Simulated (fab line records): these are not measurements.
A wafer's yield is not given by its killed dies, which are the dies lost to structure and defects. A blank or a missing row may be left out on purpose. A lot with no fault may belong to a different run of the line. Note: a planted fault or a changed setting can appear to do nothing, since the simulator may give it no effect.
The tool behind it: which one? / flow sky130 / 42 wafers from 14 lots sampled at 4 of the route's 708 steps

== WHAT THE GAUGES READ, wafer by wafer ==
SKY_VIA2_THK_MEAS_23: measures by xrf.
lot=L732; measured=day 36 19:49; on=film_metro-01; VIA2_W_THK (nm)=424 414 416
lot=L734; measured=day 37 20:27; on=film_metro-01; VIA2_W_THK (nm)=412 412 418
lot=L733; measured=day 38 01:40; on=film_metro-03; VIA2_W_THK (nm)=443 444 443
lot=L736; measured=day 38 18:23; on=film_metro-03; VIA2_W_THK (nm)=433 439 435
lot=L738; measured=day 39 06:35; on=film_metro-04; VIA2_W_THK (nm)=433 431 433
lot=L739; measured=day 39 10:03; on=film_metro-04; VIA2_W_THK (nm)=427 430 436
lot=L740; measured=day 40 00:44; on=film_metro-03; VIA2_W_THK (nm)=430 426 427
lot=L745; measured=day 40 23:18; on=film_metro-03; VIA2_W_THK (nm)=436 427 435
lot=L747; measured=day 41 13:14; on=film_metro-01; VIA2_W_THK (nm)=427 427 425
lot=L748; measured=day 41 18:52; on=film_metro-01; VIA2_W_THK (nm)=420 420 427
lot=L749; measured=day 41 22:49; on=film_metro-04; VIA2_W_THK (nm)=431 427 433
lot=L751; measured=day 42 16:55; on=film_metro-01; VIA2_W_THK (nm)=424 422 424
lot=L752; measured=day 43 08:19; on=film_metro-01; VIA2_W_THK (nm)=422 424 426
lot=L753; measured=day 43 13:00; on=film_metro-01; VIA2_W_THK (nm)=420 428 430

SKY_CAPM_OVL_MEAS_12.
lot=L732; measured=day 37 22:02; on=overlay-01; CAPM_OVL (nm)=0.6 0.3 -1.2
lot=L734; measured=day 38 22:08; on=overlay-02; CAPM_OVL (nm)=-0.1 0.1 0.0
lot=L733; measured=day 39 03:37; on=overlay-02; CAPM_OVL (nm)=3.0 3.9 2.0
lot=L736; measured=day 39 19:28; on=overlay-01; CAPM_OVL (nm)=1.6 0.0 0.2
lot=L738; measured=day 40 07:44; on=overlay-01; CAPM_OVL (nm)=- - -
lot=L739; measured=day 40 10:16; on=overlay-02; CAPM_OVL (nm)=- - -
lot=L740; measured=day 41 01:01; on=overlay-02; CAPM_OVL (nm)=1.5 1.1 -0.9
lot=L745; measured=day 41 23:25; on=overlay-02; CAPM_OVL (nm)=-1.0 0.5 -0.3
lot=L747; measured=day 42 12:35; on=overlay-01; CAPM_OVL (nm)=0.2 -0.8 0.1
lot=L748; measured=day 42 17:56; on=overlay-01; CAPM_OVL (nm)=0.8 1.0 0.8
lot=L749; measured=day 42 21:23; on=overlay-01; CAPM_OVL (nm)=1.3 2.4 0.3
lot=L751; measured=day 43 16:45; on=overlay-02; CAPM_OVL (nm)=-0.1 1.3 -0.7
lot=L752; measured=day 44 06:55; on=overlay-02; CAPM_OVL (nm)=0.7 1.4 2.6
lot=L753; measured=day 44 11:25; on=overlay-01; CAPM_OVL (nm)=2.6 3.7 2.4

== TOOL THAT RAN EACH LOT (tool first, then ch and the chambers of the sampled wafers, then the start) ==
lot=L732; SKY_VIA2_ETCH_14=rie_diel-03 ch 0,1,2, day 36 18:47; SKY_CAPM_DEVELOP_11=litho_track-03 ch 0, day 37 21:55
lot=L734; SKY_VIA2_ETCH_14=rie_diel-03 ch 1,2,3, day 37 19:26; SKY_CAPM_DEVELOP_11=litho_track-01 ch 0, day 38 22:02
lot=L733; SKY_VIA2_ETCH_14=rie_diel-03 ch 0,2,3, day 38 00:38; SKY_CAPM_DEVELOP_11=litho_track-01 ch 0, day 39 03:29
lot=L736; SKY_VIA2_ETCH_14=rie_diel-03 ch 0,3, day 38 17:22; SKY_CAPM_DEVELOP_11=litho_track-01 ch 0, day 39 19:20
lot=L738; SKY_VIA2_ETCH_14=rie_diel-01 ch 0,3, day 39 05:32; SKY_CAPM_DEVELOP_11=litho_track-01, day 40 07:37
lot=L739; SKY_VIA2_ETCH_14=rie_diel-03 ch 0,3, day 39 09:02; SKY_CAPM_DEVELOP_11=litho_track-02, day 40 10:07
lot=L740; SKY_VIA2_ETCH_14=rie_diel-02 ch 0,1,2, day 39 23:43; SKY_CAPM_DEVELOP_11=litho_track-01 ch 0, day 41 00:53
lot=L745; SKY_VIA2_ETCH_14=rie_diel-02 ch 0,1,2, day 40 22:13; SKY_CAPM_DEVELOP_11=litho_track-01 ch 0, day 41 23:17
lot=L747; SKY_VIA2_ETCH_14=rie_diel-01 ch 0,2,3, day 41 12:10; SKY_CAPM_DEVELOP_11=litho_track-03 ch 0, day 42 12:28
lot=L748; SKY_VIA2_ETCH_14=rie_diel-01 ch 0,2,3, day 41 17:40; SKY_CAPM_DEVELOP_11=litho_track-03 ch 0, day 42 17:47
lot=L749; SKY_VIA2_ETCH_14=rie_diel-02 ch 2,3, day 41 21:49; SKY_CAPM_DEVELOP_11=litho_track-03 ch 0, day 42 21:14
lot=L751; SKY_VIA2_ETCH_14=rie_diel-01 ch 0,3, day 42 15:53; SKY_CAPM_DEVELOP_11=litho_track-03 ch 0, day 43 16:38
lot=L752; SKY_VIA2_ETCH_14=rie_diel-01 ch 0,2, day 43 07:16; SKY_CAPM_DEVELOP_11=litho_track-01 ch 0, day 44 06:46
lot=L753; SKY_VIA2_ETCH_14=rie_diel-03 ch 0,1,3, day 43 11:58; SKY_CAPM_DEVELOP_11=litho_track-02 ch 0, day 44 11:16
- SKY_VIA2_ETCH_14: etches BARC in N2/H2, stops on SiO2, time 45.9 s, target depth 60 nm.
- SKY_CAPM_DEVELOP_11: develop time 60 s.

== WHAT THE TOOLS THEMSELVES READ (means of the sampled wafers that have a number; where no wafer has one, the mark that the record gives instead) ==
SKY_VIA2_ETCH_14.
lot=L732; tool=rie_diel-03; drypump_motor_current_A (A)=5.8; oes_product_au (a.u.)=0.854; throttle_valve_pct (%)=13.234
lot=L734; tool=rie_diel-03; drypump_motor_current_A (A)=6.0; oes_product_au (a.u.)=0.854; throttle_valve_pct (%)=13.231
lot=L733; tool=rie_diel-03; drypump_motor_current_A (A)=5.9; oes_product_au (a.u.)=0.854; throttle_valve_pct (%)=13.230
lot=L736; tool=rie_diel-03; drypump_motor_current_A (A)=6.0; oes_product_au (a.u.)=0.858; throttle_valve_pct (%)=13.229
lot=L738; tool=rie_diel-01; drypump_motor_current_A (A)=5.6; oes_product_au (a.u.)=0.854; throttle_valve_pct (%)=13.222
lot=L739; tool=rie_diel-03; drypump_motor_current_A (A)=6.3; oes_product_au (a.u.)=0.854; throttle_valve_pct (%)=13.217
lot=L740; tool=rie_diel-02; drypump_motor_current_A (A)=5.5; oes_product_au (a.u.)=0.849; throttle_valve_pct (%)=13.225
lot=L745; tool=rie_diel-02; drypump_motor_current_A (A)=5.5; oes_product_au (a.u.)=0.857; throttle_valve_pct (%)=13.231
lot=L747; tool=rie_diel-01; drypump_motor_current_A (A)=6.0; oes_product_au (a.u.)=0.856; throttle_valve_pct (%)=13.227
lot=L748; tool=rie_diel-01; drypump_motor_current_A (A)=6.0; oes_product_au (a.u.)=0.851; throttle_valve_pct (%)=13.223
lot=L749; tool=rie_diel-02; drypump_motor_current_A (A)=5.4; oes_product_au (a.u.)=0.857; throttle_valve_pct (%)=13.222
lot=L751; tool=rie_diel-01; drypump_motor_current_A (A)=6.0; oes_product_au (a.u.)=0.852; throttle_valve_pct (%)=13.230
lot=L752; tool=rie_diel-01; drypump_motor_current_A (A)=6.4; oes_product_au (a.u.)=0.854; throttle_valve_pct (%)=13.228
lot=L753; tool=rie_diel-03; drypump_motor_current_A (A)=6.2; oes_product_au (a.u.)=0.853; throttle_valve_pct (%)=13.225

SKY_CAPM_DEVELOP_11.
lot=L732; tool=litho_track-03; chill_plate_temp_C (C)=23.10
lot=L734; tool=litho_track-01; chill_plate_temp_C (C)=22.93
lot=L733; tool=litho_track-01; chill_plate_temp_C (C)=22.89
lot=L736; tool=litho_track-01; chill_plate_temp_C (C)=23.21
lot=L738; tool=litho_track-01; chill_plate_temp_C (C)=-
lot=L739; tool=litho_track-02; chill_plate_temp_C (C)=-
lot=L740; tool=litho_track-01; chill_plate_temp_C (C)=23.15
lot=L745; tool=litho_track-01; chill_plate_temp_C (C)=22.93
lot=L747; tool=litho_track-03; chill_plate_temp_C (C)=23.02
lot=L748; tool=litho_track-03; chill_plate_temp_C (C)=23.08
lot=L749; tool=litho_track-03; chill_plate_temp_C (C)=22.89
lot=L751; tool=litho_track-03; chill_plate_temp_C (C)=22.89
lot=L752; tool=litho_track-01; chill_plate_temp_C (C)=22.90
lot=L753; tool=litho_track-02; chill_plate_temp_C (C)=23.10

== THE ANSWER, worked out from the rows above alone ==
Rule: the usual values come from the lots themselves. Put in order of their means at a reading, lots are off if they are a third of the lots or fewer, leave a main group of 4 or more, and stand apart from it by a gap of 3 or more times the standard deviation of the main group's means; of several such gaps the widest counts. A main group whose means are all the same, to the digits that the tables above print for the reading, isn't used. A lot without any number at a reading at which 4 lots or more have one is off too. Where the step has rows for the other lots, those lots are counted as sound. After the gauges, taken in route order, come the tools' own readings; for these a lot's mean is taken, as printed above. At the first step where some lot is off, the reading lying furthest off is the one used; lots without a number count as furthest.
Off: L738, L739, at SKY_CAPM_OVL_MEAS_12 (CAPM_OVL). Without a number there: L738, L739. The main group has a mean of 0.9 nm with a standard deviation of 1.1.
A tool fits if, at a process step before that reading, it ran every lot that is off, and no sound lot after the first of them. The gauges at SKY_CAPM_OVL_MEAS_12 aren't tried: what is off there is off at SKY_CAPM_DEVELOP_11 too, on other tools, and a gauge's error can't cause that. Of those tried, none fits.

== WHAT THE SIMULATOR HAD INSERTED ==
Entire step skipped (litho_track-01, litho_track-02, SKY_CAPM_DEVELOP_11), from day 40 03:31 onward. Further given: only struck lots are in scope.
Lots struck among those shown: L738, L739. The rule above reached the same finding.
